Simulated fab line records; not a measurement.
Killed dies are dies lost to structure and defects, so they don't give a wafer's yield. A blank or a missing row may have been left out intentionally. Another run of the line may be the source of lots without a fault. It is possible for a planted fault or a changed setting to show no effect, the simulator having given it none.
Which tool did it? :: flow sky130 :: Sampling: 24 lots, 72 wafers, 6 of 708 route steps

== WHAT EACH GAUGE READ, for each wafer ==
SKY_SD_P_TW_MEAS_11. Usual: SD_P_TW gives 2825 (standard deviation 21).
lot: L074
measured: day 26 07:25
on: filmMetro-03
SD_P_TW: 2820 2813 2847
flag: 

lot: L075
measured: day 26 12:46
on: filmMetro-04
SD_P_TW: 2866 2825 2848
flag: 

lot: L076
measured: day 27 00:53
on: filmMetro-03
SD_P_TW: 2795 2801 2807
flag: 

lot: L077
measured: day 27 11:34
on: filmMetro-01
SD_P_TW: 2812 2819 2803
flag: 

lot: L078
measured: day 27 17:52
on: filmMetro-01
SD_P_TW: 2808 2806 2811
flag: 

lot: L079
measured: day 28 01:16
on: filmMetro-03
SD_P_TW: 2805 2810 2809
flag: 

lot: L080
measured: day 28 09:47
on: filmMetro-04
SD_P_TW: 2819 2833 2836
flag: 

lot: L081
measured: day 28 18:25
on: filmMetro-04
SD_P_TW: 2833 2838 2840
flag: 

lot: L082
measured: day 29 05:29
on: filmMetro-01
SD_P_TW: 2813 2810 2810
flag: 

lot: L083
measured: day 29 07:49
on: filmMetro-04
SD_P_TW: 2860 2885 2873
flag: 

lot: L084
measured: day 29 17:04
on: filmMetro-03
SD_P_TW: 2829 2792 2810
flag: 

lot: L085
measured: day 30 06:32
on: filmMetro-04
SD_P_TW: 2850 2859 2841
flag: 

lot: L086
measured: day 30 07:07
on: filmMetro-04
SD_P_TW: 2841 2845 2838
flag: 

lot: L087
measured: day 31 00:37
on: filmMetro-04
SD_P_TW: 2851 2831 2833
flag: 

lot: L088
measured: day 31 03:30
on: filmMetro-04
SD_P_TW: 2837 2834 2844
flag: 

lot: L089
measured: day 31 07:21
on: filmMetro-03
SD_P_TW: 2798 2805 2819
flag: 

lot: L090
measured: day 31 14:13
on: filmMetro-03
SD_P_TW: 2812 2798 2800
flag: 

lot: L091
measured: day 32 01:08
on: filmMetro-03
SD_P_TW: 2808 2813 2813
flag: 

lot: L092
measured: day 32 13:53
on: filmMetro-04
SD_P_TW: 2851 2853 2849
flag: 

lot: L093
measured: day 32 16:25
on: filmMetro-03
SD_P_TW: 2812 2802 2814
flag: 

lot: L094
measured: day 32 19:19
on: filmMetro-04
SD_P_TW: 2851 2844 2852
flag: 

lot: L095
measured: day 33 01:26
on: filmMetro-01
SD_P_TW: 2846 2826 2844
flag: 

lot: L096
measured: day 33 14:58
on: filmMetro-03
SD_P_TW: 2803 2808 2800
flag: 

lot: L097
measured: day 33 23:18
on: filmMetro-03
SD_P_TW: 2813 2808 2800
flag: 

SKY_LI_CONTACT_THK_MEAS_01. Usual: LI_CONTACT_HDPCVD_THK gives 932 nm (standard deviation 10).
lot: L074
measured: day 28 18:21
on: filmMetro-03
LI_CONTACT_HDPCVD_THK (nm): 928 941 922
flag: 

lot: L075
measured: day 29 00:42
on: filmMetro-01
LI_CONTACT_HDPCVD_THK (nm): 926 933 935
flag: 

lot: L076
measured: day 29 12:34
on: filmMetro-03
LI_CONTACT_HDPCVD_THK (nm): 937 960 942
flag: 

lot: L077
measured: day 29 22:05
on: filmMetro-03
LI_CONTACT_HDPCVD_THK (nm): 930 937 927
flag: 

lot: L078
measured: day 30 06:37
on: filmMetro-03
LI_CONTACT_HDPCVD_THK (nm): 935 932 926
flag: 

lot: L079
measured: day 30 11:35
on: filmMetro-04
LI_CONTACT_HDPCVD_THK (nm): 932 954 923
flag: 

lot: L080
measured: day 30 19:43
on: filmMetro-04
LI_CONTACT_HDPCVD_THK (nm): 934 917 938
flag: 

lot: L081
measured: day 31 04:35
on: filmMetro-04
LI_CONTACT_HDPCVD_THK (nm): 955 937 942
flag: 

lot: L082
measured: day 31 14:51
on: filmMetro-03
LI_CONTACT_HDPCVD_THK (nm): 915 926 926
flag: 

lot: L083
measured: day 31 16:35
on: filmMetro-04
LI_CONTACT_HDPCVD_THK (nm): 929 947 942
flag: 

lot: L084
measured: day 32 01:45
on: filmMetro-03
LI_CONTACT_HDPCVD_THK (nm): 931 942 923
flag: 

lot: L085
measured: day 32 16:31
on: filmMetro-03
LI_CONTACT_HDPCVD_THK (nm): 951 942 933
flag: 

lot: L086
measured: day 32 16:49
on: filmMetro-01
LI_CONTACT_HDPCVD_THK (nm): 933 939 945
flag: 

lot: L087
measured: day 33 08:03
on: filmMetro-04
LI_CONTACT_HDPCVD_THK (nm): 910 918 918
flag: 

lot: L088
measured: day 33 10:51
on: filmMetro-01
LI_CONTACT_HDPCVD_THK (nm): 930 926 936
flag: 

lot: L089
measured: day 33 15:53
on: filmMetro-03
LI_CONTACT_HDPCVD_THK (nm): 930 943 939
flag: 

lot: L090
measured: day 33 21:42
on: filmMetro-04
LI_CONTACT_HDPCVD_THK (nm): 942 938 933
flag: 

lot: L091
measured: day 34 09:26
on: filmMetro-04
LI_CONTACT_HDPCVD_THK (nm): 939 938 931
flag: 

lot: L092
measured: day 34 21:57
on: filmMetro-01
LI_CONTACT_HDPCVD_THK (nm): 919 923 916
flag: 

lot: L093
measured: day 34 23:46
on: filmMetro-01
LI_CONTACT_HDPCVD_THK (nm): 929 921 930
flag: 

lot: L094
measured: day 35 02:41
on: filmMetro-04
LI_CONTACT_HDPCVD_THK (nm): 938 939 933
flag: 

lot: L095
measured: day 35 09:02
on: filmMetro-04
LI_CONTACT_HDPCVD_THK (nm): 930 932 929
flag: 

lot: L096
measured: day 35 21:56
on: filmMetro-03
LI_CONTACT_HDPCVD_THK (nm): 911 932 928
flag: 

lot: L097
measured: day 36 06:07
on: filmMetro-03
LI_CONTACT_HDPCVD_THK (nm): 933 933 938
flag: 

SKY_LI_CONTACT_RS_MEAS_22: measurement is done with a four-point probe. Usual: LI_CONTACT_W_RS gives 0.284 ohm/sq (standard deviation 0.004).
lot: L074
measured: day 30 00:34
on: filmMetro-04
LI_CONTACT_W_RS (ohm/sq): 0.285 0.285 0.285
flag: 

lot: L075
measured: day 30 06:48
on: filmMetro-04
LI_CONTACT_W_RS (ohm/sq): 0.280 0.282 0.286
flag: 

lot: L076
measured: day 30 17:43
on: filmMetro-01
LI_CONTACT_W_RS (ohm/sq): 0.279 0.278 0.281
flag: 

lot: L077
measured: day 31 03:14
on: filmMetro-01
LI_CONTACT_W_RS (ohm/sq): 0.280 0.284 0.284
flag: 

lot: L078
measured: day 31 12:21
on: filmMetro-01
LI_CONTACT_W_RS (ohm/sq): 0.292 0.287 0.289
flag: 

lot: L079
measured: day 31 16:36
on: filmMetro-01
LI_CONTACT_W_RS (ohm/sq): 0.293 0.286 0.289
flag: 

lot: L080
measured: day 32 01:01
on: filmMetro-01
LI_CONTACT_W_RS (ohm/sq): 0.275 0.279 0.279
flag: 

lot: L081
measured: day 32 09:32
on: filmMetro-01
LI_CONTACT_W_RS (ohm/sq): 0.277 0.275 0.281
flag: 

lot: L082
measured: day 32 19:57
on: filmMetro-04
LI_CONTACT_W_RS (ohm/sq): 0.285 0.284 0.282
flag: 

lot: L083
measured: day 32 21:20
on: filmMetro-01
LI_CONTACT_W_RS (ohm/sq): 0.284 0.282 0.279
flag: 

lot: L084
measured: day 33 07:06
on: filmMetro-01
LI_CONTACT_W_RS (ohm/sq): 0.283 0.281 0.280
flag: 

lot: L085
measured: day 33 21:10
on: filmMetro-03
LI_CONTACT_W_RS (ohm/sq): 0.288 0.287 0.290
flag: 

lot: L086
measured: day 33 21:43
on: filmMetro-03
LI_CONTACT_W_RS (ohm/sq): 0.280 0.287 0.280
flag: 

lot: L087
measured: day 34 12:42
on: filmMetro-04
LI_CONTACT_W_RS (ohm/sq): 0.285 0.283 0.286
flag: 

lot: L088
measured: day 34 15:07
on: filmMetro-04
LI_CONTACT_W_RS (ohm/sq): 0.282 0.285 0.283
flag: 

lot: L089
measured: day 34 21:16
on: filmMetro-04
LI_CONTACT_W_RS (ohm/sq): 0.286 0.280 0.282
flag: 

lot: L090
measured: day 35 02:02
on: filmMetro-03
LI_CONTACT_W_RS (ohm/sq): 0.288 0.287 0.286
flag: 

lot: L091
measured: day 35 13:17
on: filmMetro-04
LI_CONTACT_W_RS (ohm/sq): 0.285 0.284 0.279
flag: 

lot: L092
measured: day 36 01:35
on: filmMetro-01
LI_CONTACT_W_RS (ohm/sq): 0.287 0.286 0.289
flag: 

lot: L093
measured: day 36 03:46
on: filmMetro-04
LI_CONTACT_W_RS (ohm/sq): 0.291 0.287 0.288
flag: 

lot: L094
measured: day 36 06:40
on: filmMetro-04
LI_CONTACT_W_RS (ohm/sq): 0.280 0.284 0.284
flag: 

lot: L095
measured: day 36 13:28
on: filmMetro-03
LI_CONTACT_W_RS (ohm/sq): 0.289 0.286 0.288
flag: 

lot: L096
measured: day 37 01:06
on: filmMetro-03
LI_CONTACT_W_RS (ohm/sq): 0.283 0.288 0.283
flag: 

lot: L097
measured: day 37 09:39
on: filmMetro-01
LI_CONTACT_W_RS (ohm/sq): 0.284 0.280 0.285
flag: 

SKY_LI_CONTACT_THK_MEAS_23: measures by xrf. Usual: LI_CONTACT_W_THK gives 407 nm (standard deviation 7.6).
lot: L074
measured: day 30 00:41
on: filmMetro-04
LI_CONTACT_W_THK (nm): 403 404 403
flag: 

lot: L075
measured: day 30 06:54
on: filmMetro-04
LI_CONTACT_W_THK (nm): 410 410 405
flag: 

lot: L076
measured: day 30 17:49
on: filmMetro-01
LI_CONTACT_W_THK (nm): 415 416 410
flag: 

lot: L077
measured: day 31 03:20
on: filmMetro-01
LI_CONTACT_W_THK (nm): 418 414 416
flag: 

lot: L078
measured: day 31 12:27
on: filmMetro-01
LI_CONTACT_W_THK (nm): 404 410 409
flag: 

lot: L079
measured: day 31 16:43
on: filmMetro-01
LI_CONTACT_W_THK (nm): 400 412 407
flag: 

lot: L080
measured: day 32 01:07
on: filmMetro-01
LI_CONTACT_W_THK (nm): 431 416 418
flag: 

lot: L081
measured: day 32 09:39
on: filmMetro-01
LI_CONTACT_W_THK (nm): 422 422 415
flag: 

lot: L082
measured: day 32 20:03
on: filmMetro-04
LI_CONTACT_W_THK (nm): 405 402 408
flag: 

lot: L083
measured: day 32 21:28
on: filmMetro-01
LI_CONTACT_W_THK (nm): 410 414 419
flag: 

lot: L084
measured: day 33 07:13
on: filmMetro-01
LI_CONTACT_W_THK (nm): 417 420 423
flag: 

lot: L085
measured: day 33 21:17
on: filmMetro-03
LI_CONTACT_W_THK (nm): 404 405 404
flag: 

lot: L086
measured: day 33 21:50
on: filmMetro-03
LI_CONTACT_W_THK (nm): 421 409 418
flag: 

lot: L087
measured: day 34 12:49
on: filmMetro-04
LI_CONTACT_W_THK (nm): 401 401 401
flag: 

lot: L088
measured: day 34 15:14
on: filmMetro-04
LI_CONTACT_W_THK (nm): 405 400 403
flag: 

lot: L089
measured: day 34 21:22
on: filmMetro-04
LI_CONTACT_W_THK (nm): 396 410 404
flag: 

lot: L090
measured: day 35 02:09
on: filmMetro-03
LI_CONTACT_W_THK (nm): 399 399 402
flag: 

lot: L091
measured: day 35 13:24
on: filmMetro-04
LI_CONTACT_W_THK (nm): 401 404 410
flag: 

lot: L092
measured: day 36 01:41
on: filmMetro-01
LI_CONTACT_W_THK (nm): 406 409 405
flag: 

lot: L093
measured: day 36 03:53
on: filmMetro-04
LI_CONTACT_W_THK (nm): 394 399 397
flag: 

lot: L094
measured: day 36 06:47
on: filmMetro-04
LI_CONTACT_W_THK (nm): 408 405 401
flag: 

lot: L095
measured: day 36 13:35
on: filmMetro-03
LI_CONTACT_W_THK (nm): 399 402 399
flag: 

lot: L096
measured: day 37 01:13
on: filmMetro-03
LI_CONTACT_W_THK (nm): 408 401 407
flag: 

lot: L097
measured: day 37 09:46
on: filmMetro-01
LI_CONTACT_W_THK (nm): 402 411 402
flag: 

SKY_LOCAL_INTERCONNECT_OVL_MEAS_12. Usual: LOCAL_INTERCONNECT_OVL gives 2 nm (standard deviation 5.7).
lot: L074
measured: day 31 05:32
on: overlay-02
LOCAL_INTERCONNECT_OVL (nm): -6 -7 -8
flag: 

lot: L075
measured: day 31 12:20
on: overlay-02
LOCAL_INTERCONNECT_OVL (nm): 9 2 15
flag: 

lot: L076
measured: day 31 21:52
on: overlay-01
LOCAL_INTERCONNECT_OVL (nm): 6 -1 6
flag: 

lot: L077
measured: day 32 07:26
on: overlay-01
LOCAL_INTERCONNECT_OVL (nm): 2 1 6
flag: 

lot: L078
measured: day 32 17:05
on: overlay-02
LOCAL_INTERCONNECT_OVL (nm): 8 0 6
flag: 

lot: L079
measured: day 32 20:53
on: overlay-02
LOCAL_INTERCONNECT_OVL (nm): 10 7 5
flag: 

lot: L080
measured: day 33 05:03
on: overlay-02
LOCAL_INTERCONNECT_OVL (nm): -8 -11 -9
flag: 

lot: L081
measured: day 33 14:23
on: overlay-01
LOCAL_INTERCONNECT_OVL (nm): 1 -1 2
flag: 

lot: L082
measured: day 33 23:59
on: overlay-01
LOCAL_INTERCONNECT_OVL (nm): 5 5 5
flag: 

lot: L083
measured: day 34 02:04
on: overlay-01
LOCAL_INTERCONNECT_OVL (nm): 1 -3 -4
flag: 

lot: L084
measured: day 34 10:46
on: overlay-01
LOCAL_INTERCONNECT_OVL (nm): 1 3 -5
flag: 

lot: L085
measured: day 35 00:50
on: overlay-02
LOCAL_INTERCONNECT_OVL (nm): -3 -2 1
flag: 

lot: L086
measured: day 35 01:41
on: overlay-02
LOCAL_INTERCONNECT_OVL (nm): 8 19 6
flag: 

lot: L087
measured: day 35 16:52
on: overlay-01
LOCAL_INTERCONNECT_OVL (nm): 0 7 0
flag: 

lot: L088
measured: day 35 18:55
on: overlay-01
LOCAL_INTERCONNECT_OVL (nm): 3 6 4
flag: 

lot: L089
measured: day 36 00:50
on: overlay-02
LOCAL_INTERCONNECT_OVL (nm): 5 0 7
flag: 

lot: L090
measured: day 36 04:47
on: overlay-02
LOCAL_INTERCONNECT_OVL (nm): -2 4 0
flag: 

lot: L091
measured: day 36 16:52
on: overlay-02
LOCAL_INTERCONNECT_OVL (nm): 8 4 -4
flag: 

lot: L092
measured: day 37 04:35
on: overlay-01
LOCAL_INTERCONNECT_OVL (nm): 5 4 10
flag: 

lot: L093
measured: day 37 06:47
on: overlay-02
LOCAL_INTERCONNECT_OVL (nm): -2 2 5
flag: 

lot: L094
measured: day 37 09:47
on: overlay-02
LOCAL_INTERCONNECT_OVL (nm): 6 3 8
flag: 

lot: L095
measured: day 37 16:49
on: overlay-02
LOCAL_INTERCONNECT_OVL (nm): 9 11 10
flag: 

lot: L096
measured: day 38 04:35
on: overlay-01
LOCAL_INTERCONNECT_OVL (nm): 13 4 8
flag: 

lot: L097
measured: day 38 13:41
on: overlay-01
LOCAL_INTERCONNECT_OVL (nm): -5 -2 -1
flag: 

== EACH LOT AND THE TOOL THAT RAN IT (in order: tool; ch and the chambers of the sampled wafers; start) ==
lot: L074
SKY_LI_CONTACT_CMP_24: cmp-02 ch 0,1,2, day 30 00:44

lot: L075
SKY_LI_CONTACT_CMP_24: cmp-01 ch 1,2, day 30 06:59

lot: L076
SKY_LI_CONTACT_CMP_24: cmp-02 ch 0,1,3, day 30 17:55

lot: L077
SKY_LI_CONTACT_CMP_24: cmp-01 ch 1,2, day 31 03:23

lot: L078
SKY_LI_CONTACT_CMP_24: cmp-02 ch 0,3, day 31 12:29

lot: L079
SKY_LI_CONTACT_CMP_24: cmp-02 ch 0,2,3, day 31 16:47

lot: L080
SKY_LI_CONTACT_CMP_24: cmp-01 ch 0,1,2, day 32 01:14

lot: L081
SKY_LI_CONTACT_CMP_24: cmp-01 ch 2,3, day 32 09:43

lot: L082
SKY_LI_CONTACT_CMP_24: cmp-02 ch 1,2,3, day 32 20:08

lot: L083
SKY_LI_CONTACT_CMP_24: cmp-01 ch 0,2,3, day 32 21:31

lot: L084
SKY_LI_CONTACT_CMP_24: cmp-01 ch 0,1, day 33 07:19

lot: L085
SKY_LI_CONTACT_CMP_24: cmp-02 ch 0,1,3, day 33 21:23

lot: L086
SKY_LI_CONTACT_CMP_24: cmp-02 ch 1,2,3, day 33 21:57

lot: L087
SKY_LI_CONTACT_CMP_24: cmp-02 ch 0,1,3, day 34 12:52

lot: L088
SKY_LI_CONTACT_CMP_24: cmp-01 ch 1,2,3, day 34 15:23

lot: L089
SKY_LI_CONTACT_CMP_24: cmp-01 ch 0,2, day 34 21:28

lot: L090
SKY_LI_CONTACT_CMP_24: cmp-01 ch 0,1,3, day 35 02:19

lot: L091
SKY_LI_CONTACT_CMP_24: cmp-01 ch 1,2,3, day 35 13:28

lot: L092
SKY_LI_CONTACT_CMP_24: cmp-01 ch 0,1,2, day 36 01:50

lot: L093
SKY_LI_CONTACT_CMP_24: cmp-01 ch 0,3, day 36 03:56

lot: L094
SKY_LI_CONTACT_CMP_24: cmp-01 ch 0,1, day 36 06:50

lot: L095
SKY_LI_CONTACT_CMP_24: cmp-02 ch 0,1,2, day 36 13:45

lot: L096
SKY_LI_CONTACT_CMP_24: cmp-01 ch 1,2, day 37 01:20

lot: L097
SKY_LI_CONTACT_CMP_24: cmp-01 ch 0,2,3, day 37 09:55
- SKY_LI_CONTACT_CMP_24: polishes, stops on PSG, t overpolish 20 s, target thk 0 nm.

== AS READ BY THE TOOLS THEMSELVES (means over the sampled wafers that have a number; for cases with no such wafer, the mark the record gives instead) ==
SKY_LI_CONTACT_CMP_24. Usual: motorCurrentA 10.9 A, standard deviation 1; overpolishRunS 20.001 s, standard deviation 0.0086; timeToEndpointS 97 s, standard deviation 3.6.
lot: L074
tool: cmp-02
motorCurrentA (A): 10.5
overpolishRunS (s): 20.006
timeToEndpointS (s): 98
flag: 

lot: L075
tool: cmp-01
motorCurrentA (A): 11.8
overpolishRunS (s): 20.000
timeToEndpointS (s): 100
flag: 

lot: L076
tool: cmp-02
motorCurrentA (A): 11.3
overpolishRunS (s): 20.004
timeToEndpointS (s): 100
flag: 

lot: L077
tool: cmp-01
motorCurrentA (A): 11.6
overpolishRunS (s): 20.006
timeToEndpointS (s): 102
flag: 

lot: L078
tool: cmp-02
motorCurrentA (A): 11.4
overpolishRunS (s): 20.002
timeToEndpointS (s): 101
flag: 

lot: L079
tool: cmp-02
motorCurrentA (A): 10.8
overpolishRunS (s): 19.999
timeToEndpointS (s): 98
flag: 

lot: L080
tool: cmp-01
motorCurrentA (A): 11.0
overpolishRunS (s): 20.001
timeToEndpointS (s): 98
flag: 

lot: L081
tool: cmp-01
motorCurrentA (A): 11.6
overpolishRunS (s): 20.006
timeToEndpointS (s): 100
flag: 

lot: L082
tool: cmp-02
motorCurrentA (A): 10.6
overpolishRunS (s): 19.994
timeToEndpointS (s): 97
flag: 

lot: L083
tool: cmp-01
motorCurrentA (A): 11.3
overpolishRunS (s): 20.006
timeToEndpointS (s): 97
flag: 

lot: L084
tool: cmp-01
motorCurrentA (A): 9.9
overpolishRunS (s): 20.000
timeToEndpointS (s): 97
flag: 

lot: L085
tool: cmp-02
motorCurrentA (A): 11.2
overpolishRunS (s): 20.008
timeToEndpointS (s): 97
flag: 

lot: L086
tool: cmp-02
motorCurrentA (A): 10.7
overpolishRunS (s): 19.998
timeToEndpointS (s): 96
flag: 

lot: L087
tool: cmp-02
motorCurrentA (A): 11.1
overpolishRunS (s): 20.006
timeToEndpointS (s): 97
flag: 

lot: L088
tool: cmp-01
motorCurrentA (A): 11.3
overpolishRunS (s): 20.004
timeToEndpointS (s): 98
flag: 

lot: L089
tool: cmp-01
motorCurrentA (A): 11.6
overpolishRunS (s): 19.997
timeToEndpointS (s): 96
flag: 

lot: L090
tool: cmp-01
motorCurrentA (A): 10.4
overpolishRunS (s): 20.000
timeToEndpointS (s): 93
flag: 

lot: L091
tool: cmp-01
motorCurrentA (A): 11.4
overpolishRunS (s): 20.002
timeToEndpointS (s): 96
flag: 

lot: L092
tool: cmp-01
motorCurrentA (A): 10.9
overpolishRunS (s): 19.993
timeToEndpointS (s): 91
flag: 

lot: L093
tool: cmp-01
motorCurrentA (A): 10.4
overpolishRunS (s): 20.002
timeToEndpointS (s): 88
flag: 

lot: L094
tool: cmp-01
motorCurrentA (A): 10.2
overpolishRunS (s): 19.995
timeToEndpointS (s): 95
flag: 

lot: L095
tool: cmp-02
motorCurrentA (A): 10.9
overpolishRunS (s): 20.010
timeToEndpointS (s): 98
flag: 

lot: L096
tool: cmp-01
motorCurrentA (A): 11.3
overpolishRunS (s): 19.999
timeToEndpointS (s): 99
flag: 

lot: L097
tool: cmp-01
motorCurrentA (A): 11.3
overpolishRunS (s): 19.999
timeToEndpointS (s): 101
flag: 

== THE ANSWER, worked out from the rows above alone ==
Rule: lot off if the mean of its wafers having a number is beyond 3 standard deviations from the usual mean. Also off: a lot with no number at a reading for which 4 or more lots have one. Any other lot the step has rows for is counted as sound. First the gauges in route order, then the tools' own readings, where a lot's mean is used as printed above. At the first step where some lot is off, the reading lying furthest off is the one used; lots without a number count as furthest.
No lot is off on any of the readings shown, so nothing can be concluded from this.

== WHAT HAD BEEN PUT IN BY THE SIMULATOR ==
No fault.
